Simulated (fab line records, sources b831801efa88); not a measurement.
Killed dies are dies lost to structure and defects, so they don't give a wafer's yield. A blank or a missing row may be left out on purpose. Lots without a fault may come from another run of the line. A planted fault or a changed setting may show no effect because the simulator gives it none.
Which tool did it? | flow sky130 | 14 lots, 42 wafers sampled, at 3 steps of a route of 708

WHAT THE GAUGES READ, wafer by wafer
SKY_VIA1_BOW_MEAS_03. Usual: VIA1_BOW 80 um, standard deviation 6.9.
lot  | measured     | on            | VIA1_BOW (um) | flag
L435 | day 32 11:44 | film_metro-01 | 85 74 72      |
L436 | day 33 00:13 | film_metro-01 | 86 91 83      |
L437 | day 34 04:01 | film_metro-03 | 84 80 91      |
L439 | day 34 18:56 | film_metro-03 | 73 74 89      |
L440 | day 34 19:55 | film_metro-01 | 80 77 82      |
L438 | day 34 20:52 | film_metro-03 | 90 79 76      |
L441 | day 35 06:03 | film_metro-03 | 83 83 91      |
L443 | day 35 14:52 | film_metro-04 | 71 87 83      |
L444 | day 35 20:47 | film_metro-03 | 86 80 72      |
L445 | day 35 21:41 | film_metro-04 | 73 76 85      |
L446 | day 36 13:15 | film_metro-03 | 79 73 79      |
L448 | day 36 22:32 | film_metro-01 | 77 82 79      |
L456 | day 39 08:18 | film_metro-04 | 73 78 76      |
L457 | day 39 09:04 | film_metro-01 | 83 67 76      |

SKY_VIA2_CD_MEAS_12: target cd 200 nm. Usual: cd_nm 200.2 nm, standard deviation 1.5.
lot  | measured     | on        | cd_nm (nm)        | flag
L435 | day 35 21:38 | cd_sem-01 | 197.8 199.5 200.0 |
L436 | day 36 09:04 | cd_sem-02 | 199.9 200.5 200.2 |
L437 | day 37 11:40 | cd_sem-02 | 201.0 199.2 200.9 |
L439 | day 38 03:26 | cd_sem-02 | 199.1 200.4 199.8 |
L440 | day 38 04:40 | cd_sem-01 | 195.9 195.8 196.6 |
L438 | day 38 05:22 | cd_sem-02 | 200.7 200.0 201.1 |
L441 | day 38 13:01 | cd_sem-02 | 202.2 201.1 199.4 |
L443 | day 38 22:37 | cd_sem-02 | 201.3 200.5 201.1 |
L444 | day 39 05:11 | cd_sem-02 | 200.8 201.1 202.0 |
L445 | day 39 06:16 | cd_sem-01 | 202.3 201.1 201.8 |
L446 | day 39 18:35 | cd_sem-01 | 198.8 199.1 200.4 |
L448 | day 40 03:44 | cd_sem-01 | 199.2 199.9 197.7 |
L456 | day 42 11:26 | cd_sem-02 | 197.8 198.9 198.3 |
L457 | day 42 13:07 | cd_sem-02 | 199.1 199.7 200.2 |

WHICH TOOL RAN EACH LOT (tool, then ch and the chambers of the sampled wafers, then the start)
lot  | SKY_METAL2_SPUTTER_00
L435 | pvd_sputter-03, day 33 15:35
L436 | pvd_sputter-04, day 34 03:44
L437 | pvd_sputter-04, day 35 06:56
L439 | pvd_sputter-04, day 35 22:43
L440 | pvd_sputter-03, day 35 23:26
L438 | pvd_sputter-04, day 36 00:17
L441 | pvd_sputter-03, day 36 08:05
L443 | pvd_sputter-04, day 36 17:12
L444 | pvd_sputter-03, day 36 23:26
L445 | pvd_sputter-03, day 37 01:04
L446 | pvd_sputter-02, day 37 16:31
L448 | pvd_sputter-02, day 38 01:50
L456 | pvd_sputter-04, day 40 09:06
L457 | pvd_sputter-04, day 40 10:33
- SKY_METAL2_SPUTTER_00: material Ti, target thk 15 nm, time 10 s.

WHAT THE TOOLS THEMSELVES READ (means of the sampled wafers that have a number; where no wafer has one, the mark that the record gives instead)
SKY_METAL2_SPUTTER_00. Usual: throttle_valve_pct 29.9 %, standard deviation 0.94.
lot  | tool           | throttle_valve_pct (%) | flag
L435 | pvd_sputter-03 | 30.4                   |
L436 | pvd_sputter-04 | 29.8                   |
L437 | pvd_sputter-04 | 29.4                   |
L439 | pvd_sputter-04 | 29.7                   |
L440 | pvd_sputter-03 | 29.5                   |
L438 | pvd_sputter-04 | 30.1                   |
L441 | pvd_sputter-03 | 30.0                   |
L443 | pvd_sputter-04 | 29.4                   |
L444 | pvd_sputter-03 | 30.5                   |
L445 | pvd_sputter-03 | 30.6                   |
L446 | pvd_sputter-02 | 29.3                   |
L448 | pvd_sputter-02 | 30.4                   |
L456 | pvd_sputter-04 | 29.5                   |
L457 | pvd_sputter-04 | 29.8                   |

THE ANSWER, worked out from the rows above alone
Rule: a lot is off if the mean of its wafers that have a number lies more than 3 standard deviations from the usual mean. A lot without any number at a reading at which 4 lots or more have one is off too. The other lots that the step has rows for count as sound. The gauges are gone through in route order, then the tools' own readings, and for those a lot's mean is taken as printed above. The first step at which some lot is off is used, and at that step the reading that is off furthest; a lot without a number counts as furthest.
No lot is off at any reading shown: from this, nothing can be told.

WHAT THE SIMULATOR HAD PUT IN
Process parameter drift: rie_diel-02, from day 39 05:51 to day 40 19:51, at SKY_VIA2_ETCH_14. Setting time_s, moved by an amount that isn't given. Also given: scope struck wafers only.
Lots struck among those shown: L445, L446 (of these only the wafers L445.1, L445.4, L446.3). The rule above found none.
